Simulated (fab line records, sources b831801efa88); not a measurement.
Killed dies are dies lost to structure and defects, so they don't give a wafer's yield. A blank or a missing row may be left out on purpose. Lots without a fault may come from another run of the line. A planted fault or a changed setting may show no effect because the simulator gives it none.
Which tool did it? | flow gf180mcu | 11 lots, 33 wafers sampled, at 5 steps of a route of 602

WHAT THE GAUGES READ, wafer by wafer
GF_V5_OVL_MEAS_15. Usual: V5_OVL -3 nm, standard deviation 6.5.
lot  | measured     | on         | V5_OVL (nm) | flag
L384 | day 27 03:53 | overlay-01 | 6 -3 9      |
L386 | day 27 18:59 | overlay-01 | 2 10 4      |
L387 | day 28 03:33 | overlay-02 | -6 -11 -8   |
L391 | day 29 12:53 | overlay-01 | -2 -5 -9    |
L392 | day 29 17:45 | overlay-02 | -4 -1 -4    |
L399 | day 31 18:53 | overlay-02 | 6 10 5      |
L400 | day 31 23:59 | overlay-01 | -8 -14 -11  |
L401 | day 32 05:26 | overlay-01 | -6 -4 2     |
L402 | day 32 12:47 | overlay-01 | -5 -8 -4    |
L403 | day 32 17:30 | overlay-02 | -11 -7 -14  |
L407 | day 33 18:29 | overlay-01 | 7 6 8       |

GF_PASSIVATION_THK_MEAS_01. Usual: PASSIVATION_CVD_00_THK 998 nm, standard deviation 13.
lot  | measured     | on            | PASSIVATION_CVD_00_THK (nm) | flag
L384 | day 28 01:58 | film_metro-04 | 1008 990 1017               |
L386 | day 28 16:00 | film_metro-03 | 982 997 1006                |
L387 | day 29 01:19 | film_metro-04 | 1003 1013 1022              |
L391 | day 30 09:38 | film_metro-04 | 1003 994 1007               |
L392 | day 30 15:44 | film_metro-04 | 984 996 1007                |
L399 | day 32 14:02 | film_metro-01 | 1290 1302 1289              | OFF
L400 | day 32 18:50 | film_metro-03 | 1281 1285 1308              | OFF
L401 | day 33 00:28 | film_metro-01 | 993 986 1008                |
L402 | day 33 07:32 | film_metro-04 | 987 1010 1014               |
L403 | day 33 11:20 | film_metro-01 | 959 989 996                 |
L407 | day 34 11:57 | film_metro-04 | 971 985 1002                |

WHICH TOOL RAN EACH LOT (tool, then ch and the chambers of the sampled wafers, then the start)
lot  | GF_V4_ETCH_16                      | GF_V4_CVD_23                  | GF_PASSIVATION_CVD_00
L384 | rie_diel-03 ch 0,2, day 24 08:38   | cvd_w-01 ch 1, day 24 09:23   | pecvd-03 ch 0,1, day 28 01:54
L386 | rie_diel-04 ch 0,1, day 25 02:04   | cvd_w-01 ch 0,1, day 25 02:55 | pecvd-02 ch 0,1, day 28 15:55
L387 | rie_diel-03 ch 0,1,3, day 25 10:53 | cvd_w-02 ch 0,1, day 25 11:46 | pecvd-02 ch 0,2, day 29 01:13
L391 | rie_diel-02 ch 0,2, day 26 22:10   | cvd_w-02 ch 0,1, day 26 22:55 | pecvd-01 ch 0,1,2, day 30 09:33
L392 | rie_diel-02 ch 0,2, day 27 06:01   | cvd_w-01 ch 0,1, day 27 06:46 | pecvd-01 ch 0,1,2, day 30 15:40
L399 | rie_diel-02 ch 1,2,3, day 29 09:26 | cvd_w-01 ch 0,1, day 29 10:13 | pecvd-01 ch 0,1,2, day 32 13:58
L400 | rie_diel-04 ch 2,3, day 29 14:47   | cvd_w-01 ch 0, day 29 15:32   | pecvd-01 ch 1,2, day 32 18:45
L401 | rie_diel-02 ch 1,2,3, day 29 21:43 | cvd_w-02 ch 0,1, day 29 22:28 | pecvd-03 ch 0,1,2, day 33 00:24
L402 | rie_diel-04 ch 1,2,3, day 30 05:28 | cvd_w-02 ch 0,1, day 30 06:17 | pecvd-03 ch 1,2, day 33 07:26
L403 | rie_diel-02 ch 0,2, day 30 09:29   | cvd_w-01 ch 0, day 30 10:15   | pecvd-02 ch 0,1,2, day 33 11:15
L407 | rie_diel-04 ch 1,2, day 31 13:26   | cvd_w-02 ch 1, day 31 14:14   | pecvd-03 ch 0,2, day 34 11:53
- GF_V4_ETCH_16: etches BARC in N2/H2.
- GF_V4_CVD_23: deposits W, target thk 350 nm, time 104.9 s.
- GF_PASSIVATION_CVD_00: deposits SiO2 from TEOS, target thk 1000 nm, time 111.95 s.

WHAT THE TOOLS THEMSELVES READ (means of the sampled wafers that have a number; where no wafer has one, the mark that the record gives instead)
GF_V4_ETCH_16. Usual: drypump_motor_current_A 5.6 A, standard deviation 0.38; oes_product_au 0.855 a.u., standard deviation 0.005; throttle_valve_pct 13.224 %, standard deviation 0.0093.
lot  | tool        | drypump_motor_current_A (A) | oes_product_au (a.u.) | throttle_valve_pct (%) | flag
L384 | rie_diel-03 | 5.5                         | 0.855                 | 13.215                 |
L386 | rie_diel-04 | 5.9                         | 0.859                 | 13.230                 |
L387 | rie_diel-03 | 5.5                         | 0.852                 | 13.224                 |
L391 | rie_diel-02 | 5.8                         | 0.851                 | 13.220                 |
L392 | rie_diel-02 | 5.6                         | 0.851                 | 13.221                 |
L399 | rie_diel-02 | 5.6                         | 0.857                 | 13.225                 |
L400 | rie_diel-04 | 5.6                         | 0.860                 | 13.214                 |
L401 | rie_diel-02 | 5.5                         | 0.854                 | 13.224                 |
L402 | rie_diel-04 | 5.9                         | 0.855                 | 13.237                 |
L403 | rie_diel-02 | 5.8                         | 0.851                 | 13.228                 |
L407 | rie_diel-04 | 6.2                         | 0.849                 | 13.222                 |

GF_V4_CVD_23. Usual: chamber_pressure_Torr 40.00 Torr, standard deviation 0.096; heater_power_w 843 W, standard deviation 61; susceptor_temp_C 399.95 C, standard deviation 0.23.
lot  | tool     | chamber_pressure_Torr (Torr) | heater_power_w (W) | susceptor_temp_C (C) | flag
L384 | cvd_w-01 | 39.99                        | 862                | 399.96               |
L386 | cvd_w-01 | 40.07                        | 902                | 399.92               |
L387 | cvd_w-02 | 40.00                        | 789                | 399.79               |
L391 | cvd_w-02 | 40.01                        | 786                | 399.70               |
L392 | cvd_w-01 | 39.97                        | 912                | 399.90               |
L399 | cvd_w-01 | 40.01                        | 895                | 399.95               |
L400 | cvd_w-01 | 39.96                        | 917                | 400.00               |
L401 | cvd_w-02 | 40.08                        | 793                | 399.91               |
L402 | cvd_w-02 | 39.99                        | 775                | 400.03               |
L403 | cvd_w-01 | 39.95                        | 932                | 399.58               |
L407 | cvd_w-02 | 40.00                        | 823                | 399.77               |

GF_PASSIVATION_CVD_00. Usual: heater_power_w 688 W, standard deviation 130; susceptor_temp_C 400.04 C, standard deviation 0.21.
lot  | tool     | heater_power_w (W) | susceptor_temp_C (C) | flag
L384 | pecvd-03 | 639                | 399.96               |
L386 | pecvd-02 | 689                | 399.83               |
L387 | pecvd-02 | 648                | 400.17               |
L391 | pecvd-01 | 677                | 400.19               |
L392 | pecvd-01 | 748                | 399.96               |
L399 | pecvd-01 | 689                | 399.95               |
L400 | pecvd-01 | 698                | 400.15               |
L401 | pecvd-03 | 763                | 400.06               |
L402 | pecvd-03 | 854                | 400.04               |
L403 | pecvd-02 | 581                | 400.02               |
L407 | pecvd-03 | 621                | 400.14               |

THE ANSWER, worked out from the rows above alone
Rule: a lot is off if the mean of its wafers that have a number lies more than 3 standard deviations from the usual mean. A lot without any number at a reading at which 4 lots or more have one is off too. The other lots that the step has rows for count as sound. The gauges are gone through in route order, then the tools' own readings, and for those a lot's mean is taken as printed above. The first step at which some lot is off is used, and at that step the reading that is off furthest; a lot without a number counts as furthest.
Off: L399, L400, at GF_PASSIVATION_THK_MEAS_01 (PASSIVATION_CVD_00_THK).
A tool fits if, at a process step before that reading, it ran every lot that is off, and no sound lot after the first of them. The gauges at GF_PASSIVATION_THK_MEAS_01 are tried like those tools. One fits: pecvd-01 at GF_PASSIVATION_CVD_00. Its last sound lot is L392 (day 30 15:40), its first lot that is off L399 (day 32 13:58): a fault that began between those two fits.

WHAT THE SIMULATOR HAD PUT IN
Process parameter drift: pecvd-01, from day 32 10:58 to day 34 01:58, at GF_PASSIVATION_CVD_00. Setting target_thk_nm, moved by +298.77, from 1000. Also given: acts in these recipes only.
Lots struck among those shown: L399, L400. The rule above found the same.
